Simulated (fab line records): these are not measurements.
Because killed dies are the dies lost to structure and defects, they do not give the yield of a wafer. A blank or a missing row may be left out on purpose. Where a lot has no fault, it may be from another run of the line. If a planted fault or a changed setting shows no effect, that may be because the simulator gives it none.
A lot that was struck, set against a sound lot | flow sky130 | 15 out of 708 route steps
Sound: wafers L672.2, L672.3, L672.4. Struck: wafer L686.5. (L686.2, L686.6 of the same lot were not struck and are left out.) The cause comes at the end.
At each step with rows: each side's tool, then ch and its chambers, then its first start. Under that, the readings that differ: sound wafers | struck wafers | difference of the means | sigmas: that difference in standard deviations of wafers without a fault.
alike: a reading whose means differ by less than 2 such deviations, as well as words and numbers matching on both sides. not compared: withheld readings; readings where some wafer has no value; bounds like >300 that might hide an equal value; numbers whose values overlap and for which the record gives no deviation.
The two part at a step that has a row with sigmas, a row that says differs or no value, or rows on one side only. When numbers do not overlap yet have no deviation, they are printed without sigmas and do not part them. Lack of a reading on every wafer of one side parts them only where that side has two or more wafers.

first, 4 steps without rows for these wafers: SKY_LI_CONTACT_SOFTBAKE_08 (time 90 s); SKY_LI_CONTACT_EXPOSE_09 (exposes mask LICM1, target cd 170 nm); SKY_LI_CONTACT_PEB_10; SKY_LI_CONTACT_DEVELOP_11 (develop time 60 s).
SKY_LI_CONTACT_CD_MEAS_12 targets a cd of 170 nm.
  sound on cdSem-02, day 30 04:41; struck on cdSem-01, day 34 06:00
  alike: cdNm
SKY_LI_CONTACT_OVL_MEAS_13:
  sound on overlay-01, day 30 04:48; struck on overlay-01, day 34 06:06
  alike: LI_CONTACT_OVL
SKY_LI_CONTACT_ETCH_14: etches BARC in N2/H2, stops on SiO2, time 45.9 s, target depth 60 nm.
  sound on rieDiel-03 ch 1,2,3, day 30 04:50; struck on rieDiel-03 ch 3, day 34 06:08
reading              | sound                | struck | difference | sigmas
throttleValvePct (%) | 13.231 13.221 13.231 | 13.208 | -0.020     | -2
  alike: drypumpMotorCurrentA, oesProductAu
  not compared: rfHoursCounterH
SKY_LI_CONTACT_ETCH_15: etches PSG in C4F8/O2/Ar, stops on Si, target depth 600 nm.
  sound on rieDiel-03 ch 1,2,3, day 30 04:52; struck on rieDiel-03 ch 3, day 34 06:11
  alike: oesProductAu
SKY_LI_CONTACT_STRIP_16: strips in O2/N2.
  sound on plasmaAsher-03 ch 0,1, day 30 04:57; struck on plasmaAsher-04 ch 1, day 34 06:16
reading             | sound             | struck | difference | sigmas
oesProductAu (a.u.) | 0.372 0.379 0.374 | 0.366  | -0.009     | -2
  alike: drypumpMotorCurrentA, stripTimeToEndpointS
  not compared: rfHoursCounterH
then, 2 steps without rows for these wafers: SKY_LI_CONTACT_CLEAN_17 (cleans in NMP, time 600 s); SKY_LI_CONTACT_PRE_CLEAN_18 (time 5.6 s).
SKY_LI_CONTACT_SPUTTER_19: material Ti, target thk 20 nm, time 106.37 s.
  sound on pvdSputter-01, day 30 05:16; struck on pvdSputter-01, day 34 06:34
  alike: throttleValvePct
SKY_LI_CONTACT_SPUTTER_20: material TiN, target thk 20 nm, time 80 s.
  sound on pvdSputter-01, day 30 05:20; struck on pvdSputter-01, day 34 06:38
reading                                       | sound             | struck | difference | sigmas
model.TiN_of_LI_CONTACT_SPUTTER_20.thkNm (nm) | 20.12 19.97 20.16 | 31.23  | +11.15     | 
  alike: throttleValvePct
SKY_LI_CONTACT_CVD_21: deposits W, target thk 400 nm, time 120.56 s.
  sound on cvdW-02 ch 0,1, day 30 05:24; struck on cvdW-01 ch 0, day 34 06:43
  alike: heaterPowerW
-- a jump in the record: the struck wafers' starts before and after are 15 days apart (it breaks off in module LI_CONTACT and resumes in module PAD_OPEN, where the first step shown is number 708 of the route) --
SKY_PAD_OPEN_PROBE_99:
  sound on prober-01, day 46 14:31; struck on prober-01, day 49 11:35
  alike: killed_at_M0_to_M3, killed_at_M4_up, killedAtContacts, killedAtFrontEnd, killedAtOther, killedDies, killedOpen, killedShort

WHERE THEY PART
Last at SKY_LI_CONTACT_STRIP_16 as far as this record goes, first at SKY_LI_CONTACT_ETCH_14. Later steps at which nothing parts them and some readings are alike: SKY_LI_CONTACT_SPUTTER_19, SKY_LI_CONTACT_SPUTTER_20, SKY_LI_CONTACT_CVD_21, SKY_PAD_OPEN_PROBE_99.

WHY: whatever the simulator had introduced
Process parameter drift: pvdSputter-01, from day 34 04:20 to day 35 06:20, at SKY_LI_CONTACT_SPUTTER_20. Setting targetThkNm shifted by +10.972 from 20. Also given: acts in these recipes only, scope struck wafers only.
